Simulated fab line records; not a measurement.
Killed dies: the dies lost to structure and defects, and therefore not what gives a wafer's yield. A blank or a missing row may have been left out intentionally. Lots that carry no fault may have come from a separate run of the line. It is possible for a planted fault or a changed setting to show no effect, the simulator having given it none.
fab line records ; flow gf180mcu
record lots=14; wafers=42; lastDay=34
route steps=602 shown M2@362 V2@397 M3@414
lots that met no fault: taken from a fault-free run of the same line
startH: hours from the record's opening day to when the first of the lot's shown wafers began ; waitH: hours from the lot's prior step to this one ; " as in the row above ; L1.1+2: several wafers, shown together as one row ; - value missing, or start not given ; * or withheld: withheld ; < > ~ a bound
route shown NAME@n: NAME is a module with steps in the file, n the number in the route of the first one ; usual: mean and standard deviation over wafers with no fault ; same: alike in all rows ; chamber/n: place in a boat ; sites: the reading at each site ; _std_site: the values' standard deviation ; _edge_site: inner sites' mean taken away from outer sites' mean ; radiusMm: for every site, how far away it sits from the centre of the wafer ; mask NAME#n: copy n ; behind: the tool/chamber that last shaped the wafer ; hold: reason for holding the lot/hours on hold/outcome of the hold ; device: which transistor (n, p or np) failed to switch ; end of line: at the end of the route, the tests of the same wafers ; for a step that has no rows: nothing shown but its recipe ; killed: count of dies lost to structure and defects at first sort (not the wafer's yield) ; map: the dies of a wafer, with x for killed, . for not killed, _ for no die there
set.NAME: the run value of the setting; set.NAME@STEP: its run value at that earlier step ; model.NAME: the simulator's own value behind a step, which no gauge read
the route's steps for a sample of lots (tables are steps, rows are wafers)
services: from which hour (startH, from the record's first day; less than 0 if before it) a tool's chamber was out of use, for how many hours, and why
## steps
# step GF_M2_SPUTTER_00
# recipe material=Ti; targetThkNm=37.5; arrivingIonEnergyEv=80; substrateTempC=200; chamberPressurePa=2; powerW=4000; timeS=150
# usual throttleValvePct=30.0/1.2
lot.wafer;tool;chamber;startH;waitH;throttleValvePct
L981.1;pvdSputter-03;-;411.52;0.1;27.4
L981.5;pvdSputter-03;-;411.52;0.1;30.0
L981.6;pvdSputter-03;-;411.52;0.1;31.0
L983.1;pvdSputter-04;-;427.35;0.1;30.2
L983.4;pvdSputter-04;-;427.35;0.1;31.3
L983.5;pvdSputter-04;-;427.35;0.1;29.3
L984.3;pvdSputter-03;-;434.61;0.1;30.2
L984.4;pvdSputter-03;-;434.61;0.1;27.5
L984.6;pvdSputter-03;-;434.61;0.1;30.6
L987.4;pvdSputter-04;-;471.07;0.2;29.6
L987.5;pvdSputter-04;-;471.07;0.2;30.3
L987.6;pvdSputter-04;-;471.07;0.2;31.4
L991.1;pvdSputter-04;-;508.06;0.1;29.6
L991.3;pvdSputter-04;-;508.06;0.1;31.6
L991.4;pvdSputter-04;-;508.06;0.1;30.4
L993.4;pvdSputter-03;-;537.27;0.1;30.8
L993.5;pvdSputter-03;-;537.27;0.1;30.8
L993.6;pvdSputter-03;-;537.27;0.1;27.6
L994.3;pvdSputter-03;-;540.30;0.2;27.7
L994.4;pvdSputter-03;-;540.30;0.2;30.1
L994.5;pvdSputter-03;-;540.30;0.2;29.8
L995.2;pvdSputter-04;-;543.55;0.1;29.5
L995.3;pvdSputter-04;-;543.55;0.1;30.5
L995.5;pvdSputter-04;-;543.55;0.1;29.3
L997.1;pvdSputter-03;-;557.21;0.1;30.3
L997.4;pvdSputter-03;-;557.21;0.1;30.8
L997.6;pvdSputter-03;-;557.21;0.1;30.5
L998.3;pvdSputter-02;-;568.56;0.2;31.3
L998.4;pvdSputter-02;-;568.56;0.2;28.6
L998.6;pvdSputter-02;-;568.56;0.2;29.9
L999.1;pvdSputter-04;-;573.25;0.2;31.8
L999.4;pvdSputter-04;-;573.25;0.2;29.4
L999.6;pvdSputter-04;-;573.25;0.2;29.4
L101.1;pvdSputter-02;-;583.07;0.2;31.5
L101.2;pvdSputter-02;-;583.07;0.2;31.6
L101.4;pvdSputter-02;-;583.07;0.2;28.4
L102.2;pvdSputter-02;-;587.48;0.1;29.6
L102.5;pvdSputter-02;-;587.48;0.1;31.4
L102.6;pvdSputter-02;-;587.48;0.1;28.2
L104.3;pvdSputter-03;-;602.05;0.1;27.7
L104.4;pvdSputter-03;-;602.05;0.1;30.3
L104.5;pvdSputter-03;-;602.05;0.1;31.0
# step GF_V2_OVL_MEAS_15
# usual V2_OVL=1/6.1
lot.wafer;tool;chamber;startH;waitH;V2_OVL[nm]
L981.1;overlay-02;-;460.51;0.1;4
L981.5;overlay-02;-;460.51;0.1;2
L981.6;overlay-02;-;460.51;0.1;4
L983.1;overlay-01;-;477.61;0.1;8
L983.4;overlay-01;-;477.61;0.1;9
L983.5;overlay-01;-;477.61;0.1;8
L984.3;overlay-02;-;484.39;0.1;2
L984.4;overlay-02;-;484.39;0.1;6
L984.6;overlay-02;-;484.39;0.1;1
L987.4;overlay-01;-;519.53;0.1;-3
L987.5;overlay-01;-;519.53;0.1;-2
L987.6;overlay-01;-;519.53;0.1;-8
L991.1;overlay-02;-;555.07;0.1;-2
L991.3;overlay-02;-;555.07;0.1;-4
L991.4;overlay-02;-;555.07;0.1;-6
L993.4;overlay-01;-;582.99;0.1;5
L993.5;overlay-01;-;582.99;0.1;4
L993.6;overlay-01;-;582.99;0.1;5
L994.3;overlay-01;-;586.47;0.1;-7
L994.4;overlay-01;-;586.47;0.1;-5
L994.5;overlay-01;-;586.47;0.1;-5
L995.2;overlay-01;-;589.33;0.1;7
L995.3;overlay-01;-;589.33;0.1;3
L995.5;overlay-01;-;589.33;0.1;-2
L997.1;overlay-02;-;602.21;0.1;-3
L997.4;overlay-02;-;602.21;0.1;-12
L997.6;overlay-02;-;602.21;0.1;-8
L998.3;overlay-02;-;612.52;0.1;1
L998.4;overlay-02;-;612.52;0.1;5
L998.6;overlay-02;-;612.52;0.1;2
L999.1;overlay-02;-;617.46;0.1;-3
L999.4;overlay-02;-;617.46;0.1;-5
L999.6;overlay-02;-;617.46;0.1;-2
L101.1;overlay-02;-;626.31;0.1;1
L101.2;overlay-02;-;626.31;0.1;7
L101.4;overlay-02;-;626.31;0.1;7
L102.2;overlay-02;-;631.06;0.1;-4
L102.5;overlay-02;-;631.06;0.1;-10
L102.6;overlay-02;-;631.06;0.1;-6
L104.3;overlay-01;-;644.13;0.1;8
L104.4;overlay-01;-;644.13;0.1;8
L104.5;overlay-01;-;644.13;0.1;12
# step GF_V2_ETCH_17
# recipe chemistry=C4F8/O2/Ar; maskMaterial=KrF; target=SiO2; stopOn=TiN; sourceW=1500; biasW=1200; pressureMtorr=40; c4f8FlowSccm=withheld; O2_flow_sccm=6; Ar_flow_sccm=300; timeS=withheld; targetDepthA=6300
# usual biasW=1199.8/3; chamberPressureMTorr=40.00/0.034; oesProductAu=0.856/0.0048
lot.wafer;tool;chamber;startH;waitH;biasW;chamberPressureMTorr;oesProductAu
L981.1;rieDiel-03;0;460;-;1202.1;39.98;0.857
L981.5;rieDiel-03;2;460;-;1205.4;40.00;0.846
L981.6;rieDiel-03;3;460;-;1198.5;40.03;0.857
L983.1;rieDiel-04;1;477;-;-;-;-
L983.4;rieDiel-04;3;477;-;-;-;-
L983.5;rieDiel-04;2;477;-;-;-;-
L984.3;rieDiel-04;2;484;-;-;-;-
L984.4;rieDiel-04;0;484;-;-;-;-
L984.6;rieDiel-04;3;484;-;-;-;-
L987.4;rieDiel-04;0;519;-;1201.4;39.99;0.847
L987.5;rieDiel-04;0;519;-;1199.5;39.94;0.849
L987.6;rieDiel-04;3;519;-;1199.3;40.07;0.854
L991.1;rieDiel-01;1;555;-;1205.6;40.00;0.850
L991.3;rieDiel-01;2;555;-;1201.4;40.04;0.855
L991.4;rieDiel-01;0;555;-;1198.8;39.96;0.855
L993.4;rieDiel-04;2;583;-;1200.4;39.97;0.860
L993.5;rieDiel-04;1;583;-;1201.5;40.02;0.856
L993.6;rieDiel-04;0;583;-;1198.4;39.97;0.860
L994.3;rieDiel-04;1;586;-;1193.7;39.94;0.862
L994.4;rieDiel-04;1;586;-;1194.1;39.98;0.866
L994.5;rieDiel-04;2;586;-;1199.5;39.99;0.850
L995.2;rieDiel-03;1;589;-;1203.0;40.05;0.854
L995.3;rieDiel-03;0;589;-;1196.7;40.02;0.860
L995.5;rieDiel-03;1;589;-;1199.1;39.96;0.862
L997.1;rieDiel-04;1;602;-;1198.5;39.96;0.860
L997.4;rieDiel-04;2;602;-;1197.5;40.01;0.856
L997.6;rieDiel-04;1;602;-;1201.7;39.98;0.859
L998.3;rieDiel-04;2;612;-;1197.7;39.96;0.861
L998.4;rieDiel-04;1;612;-;1204.2;40.01;0.852
L998.6;rieDiel-04;0;612;-;1201.7;39.93;0.858
L999.1;rieDiel-03;1;617;-;1198.1;40.01;0.855
L999.4;rieDiel-03;0;617;-;1195.6;39.98;0.855
L999.6;rieDiel-03;1;617;-;1201.3;39.99;0.859
L101.1;rieDiel-03;1;626;-;1197.4;40.00;0.852
L101.2;rieDiel-03;2;626;-;1200.4;40.04;0.850
L101.4;rieDiel-03;0;626;-;1202.2;40.00;0.850
L102.2;rieDiel-04;1;631;-;1208.8;39.98;0.854
L102.5;rieDiel-04;1;631;-;1205.6;40.00;0.860
L102.6;rieDiel-04;2;631;-;1198.1;40.05;0.856
L104.3;rieDiel-03;2;644;-;1197.4;39.99;0.843
L104.4;rieDiel-03;1;644;-;1202.2;39.95;0.846
L104.5;rieDiel-03;2;644;-;1201.6;40.04;0.852
# step GF_V2_STRIP_18
# recipe chemistry=O2/N2; powerW=1400; pressureMtorr=1500; platenTempC=250; o2FlowSccm=3000; n2FlowSccm=300; overashFraction=0.5
# usual chamberPressureMTorr=1499.9/1.3; drypumpMotorCurrentA=6.0/0.69; heaterPowerW=353/40; n2FlowSccm=300.1/0.9; oesProductAu=0.595/0.0049
lot.wafer;tool;chamber;startH;waitH;chamberPressureMTorr;drypumpMotorCurrentA;heaterPowerW;n2FlowSccm;oesProductAu;rfHoursCounterH
L981.1;plasmaAsher-01;0;460.67;-;1498.5;4.7;309;299.8;0.598;63
L981.5;plasmaAsher-01;1;460.67;-;1498.0;6.8;369;300.0;0.600;-
L981.6;plasmaAsher-01;0;460.67;-;1501.5;4.7;303;300.4;0.593;-
L983.1;plasmaAsher-01;1;477.77;-;1502.5;6.7;360;300.2;0.679;65
L983.4;plasmaAsher-01;1;477.77;-;1501.5;6.7;369;299.7;0.670;-
L983.5;plasmaAsher-01;0;477.77;-;1499.5;4.7;303;301.7;0.674;-
L984.3;plasmaAsher-04;0;484.57;-;1500.9;6.1;320;301.3;0.672;-
L984.4;plasmaAsher-04;1;484.57;-;1500.1;6.2;325;299.0;0.674;-
L984.6;plasmaAsher-04;0;484.57;-;1501.9;6.1;306;299.2;0.662;-
L987.4;plasmaAsher-04;1;519.71;-;1501.5;6.2;329;299.8;0.598;-
L987.5;plasmaAsher-04;1;519.71;-;1500.7;6.2;320;301.2;0.597;-
L987.6;plasmaAsher-04;0;519.71;-;1500.2;6.1;310;300.3;0.596;-
L991.1;plasmaAsher-02;0;555.24;-;1500.5;5.9;399;297.9;0.591;48
L991.3;plasmaAsher-02;1;555.24;-;1501.9;6.5;407;299.2;0.586;-
L991.4;plasmaAsher-02;0;555.24;-;1500.8;6.0;402;298.4;0.589;-
L993.4;plasmaAsher-02;0;583.17;-;1499.5;6.0;405;299.5;0.594;-
L993.5;plasmaAsher-02;0;583.17;-;1502.0;6.0;392;300.9;0.597;-
L993.6;plasmaAsher-02;1;583.17;-;1499.0;6.5;408;299.9;0.589;-
L994.3;plasmaAsher-02;1;586.66;-;1499.9;6.5;418;299.9;0.585;-
L994.4;plasmaAsher-02;0;586.66;-;1499.7;6.0;402;298.6;0.591;-
L994.5;plasmaAsher-02;0;586.66;-;1501.0;6.0;390;298.5;0.590;-
L995.2;plasmaAsher-01;0;589.49;-;1497.4;4.7;303;300.7;0.598;76
L995.3;plasmaAsher-01;0;589.49;-;1501.2;4.7;303;299.8;0.587;-
L995.5;plasmaAsher-01;0;589.49;-;1503.6;4.7;309;300.9;0.593;-
L997.1;plasmaAsher-02;1;602.37;-;1500.0;6.6;408;300.0;0.595;53
L997.4;plasmaAsher-02;0;602.37;-;1498.9;6.0;391;299.9;0.594;-
L997.6;plasmaAsher-02;0;602.37;-;1499.9;6.0;384;299.4;0.601;-
L998.3;plasmaAsher-02;0;612.71;-;1498.3;6.0;400;298.7;0.587;-
L998.4;plasmaAsher-02;1;612.71;-;1498.1;6.6;399;299.7;0.598;-
L998.6;plasmaAsher-02;1;612.71;-;1499.0;6.5;407;299.7;0.592;-
L999.1;plasmaAsher-04;1;617.62;-;1498.6;6.2;332;300.8;0.596;103
L999.4;plasmaAsher-04;1;617.62;-;1501.8;6.2;328;299.5;0.592;-
L999.6;plasmaAsher-04;1;617.62;-;1501.7;6.2;323;298.5;0.590;-
L101.1;plasmaAsher-02;0;626.47;-;1498.7;6.0;397;302.8;0.601;56
L101.2;plasmaAsher-02;1;626.47;-;1500.6;6.5;406;299.9;0.602;56
L101.4;plasmaAsher-02;0;626.47;-;1500.2;6.0;406;300.1;0.594;-
L102.2;plasmaAsher-02;0;631.22;-;1499.2;6.0;396;301.8;0.593;56
L102.5;plasmaAsher-02;0;631.22;-;1499.1;6.0;388;300.0;0.594;-
L102.6;plasmaAsher-02;1;631.22;-;1501.8;6.6;411;301.2;0.597;-
L104.3;plasmaAsher-04;1;644.32;-;1497.9;6.3;323;300.4;0.602;-
L104.4;plasmaAsher-04;0;644.32;-;1501.4;6.1;313;300.9;0.589;-
L104.5;plasmaAsher-04;0;644.32;-;1497.2;6.1;304;298.6;0.601;-
# step GF_M3_RS_MEAS_05
# recipe thkMeasGauge=four-point-probe; reads=TiN_of_M3_SPUTTER_04+Ti_of_M3_SPUTTER_03+AlCu_of_M3_SPUTTER_02+TiN_of_M3_SPUTTER_01+Ti_of_M3_SPUTTER_00
# usual M3_ALCU_RS=0.0692/0.00071
lot.wafer;tool;chamber;startH;waitH;M3_ALCU_RS[ohm/sq]
L981.1;filmMetro-01;-;462.15;0.0;0.0693
L981.5;filmMetro-01;-;462.15;0.0;0.0695
L981.6;filmMetro-01;-;462.15;0.0;0.0707
L987.4;filmMetro-01;-;521.18;0.1;0.0693
L987.5;filmMetro-01;-;521.18;0.1;0.0690
L987.6;filmMetro-01;-;521.18;0.1;0.0691
L991.1;filmMetro-01;-;556.83;0.0;0.0685
L991.3;filmMetro-01;-;556.83;0.0;0.0688
L991.4;filmMetro-01;-;556.83;0.0;0.0688
L993.4;filmMetro-04;-;584.64;0.1;0.0682
L993.5;filmMetro-04;-;584.64;0.1;0.0691
L993.6;filmMetro-04;-;584.64;0.1;0.0684
L994.3;filmMetro-01;-;588.15;0.1;0.0703
L994.4;filmMetro-01;-;588.15;0.1;0.0695
L994.5;filmMetro-01;-;588.15;0.1;0.0693
L995.2;filmMetro-01;-;590.98;0.0;0.0696
L995.3;filmMetro-01;-;590.98;0.0;0.0689
L995.5;filmMetro-01;-;590.98;0.0;0.0695
L997.1;filmMetro-02;-;603.82;0.0;0.0697
L997.4;filmMetro-02;-;603.82;0.0;0.0690
L997.6;filmMetro-02;-;603.82;0.0;0.0686
L998.3;filmMetro-02;-;614.46;0.1;0.0684
L998.4;filmMetro-02;-;614.46;0.1;0.0690
L998.6;filmMetro-02;-;614.46;0.1;0.0697
L999.1;filmMetro-01;-;619.10;0.0;0.0697
L999.4;filmMetro-01;-;619.10;0.0;0.0702
L999.6;filmMetro-01;-;619.10;0.0;0.0697
L101.1;filmMetro-01;-;627.98;0.0;0.0677
L101.2;filmMetro-01;-;627.98;0.0;0.0684
L101.4;filmMetro-01;-;627.98;0.0;0.0681
L102.2;filmMetro-01;-;632.69;0.0;0.0703
L102.5;filmMetro-01;-;632.69;0.0;0.0691
L102.6;filmMetro-01;-;632.69;0.0;0.0690
L104.3;filmMetro-02;-;645.77;0.1;0.0699
L104.4;filmMetro-02;-;645.77;0.1;0.0706
L104.5;filmMetro-02;-;645.77;0.1;0.0692
## services
tool;chamber;startH;hours;kind
rieDiel-04;0;397.37;6.1;repair
rieDiel-04;1;398.57;5.8;repair
plasmaAsher-01;-;426.21;0.7;repair
plasmaAsher-01;-;440.08;8.0;repair
rieDiel-03;-;451.23;2.8;pm
rieDiel-01;2;463.29;1.6;repair
plasmaAsher-04;-;474.50;7.9;repair
pvdSputter-03;-;490.36;0.8;repair
rieDiel-04;1;536.84;4.8;repair
plasmaAsher-04;-;546.46;0.9;repair
rieDiel-04;1;549.27;5.1;repair
rieDiel-04;3;552.65;2.6;repair
rieDiel-04;2;578.32;1.3;repair
rieDiel-04;3;579.22;17.4;repair
rieDiel-03;1;579.91;8.8;repair
rieDiel-01;-;584.01;2.8;pm
plasmaAsher-02;-;588.08;0.8;repair
rieDiel-04;3;596.58;-;clean
rieDiel-03;3;606.93;14.0;repair
plasmaAsher-04;-;610.75;1.7;repair
pvdSputter-02;-;616.38;2.8;repair
plasmaAsher-04;-;624.27;4.4;pm
rieDiel-01;1;627.99;6.3;repair
pvdSputter-02;-;641.09;61.8;repair
## key
firstSign step=GF_V2_ETCH_17; reading=toolRecord; direction=missing
effect step=GF_V2_STRIP_18; reading=oesProductAu; direction=up; sigmas=16; usual=0.595; struck=0.672
metAt GF_V2_ETCH_17
struckLots L983,L984
rowsEnd L984.3,L984.4,L984.6
laterRowsLeftOut L983.1,L983.4,L983.5
sortLeftOut L983.1,L983.4,L983.5
notActingAt GF_M2_SPUTTER_00,GF_V2_OVL_MEAS_15,GF_M3_RS_MEAS_05
fault kind=skippedStepWhole; tool=rieDiel-04; chamber=-; onsetH=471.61; steps=GF_V2_ETCH_17; scope=struckLotsOnly
# sortLeftOut: the simulated sort isn't trusted on such a fault, so these wafers' sort isn't shown, and their yield isn't known
# laterRowsLeftOut: the simulator's readings of these wafers behind a module that went badly wrong aren't trusted and aren't shown, but for the sort
# rowsEnd: these wafers met a further fault down the route, and their rows from its step on are left out
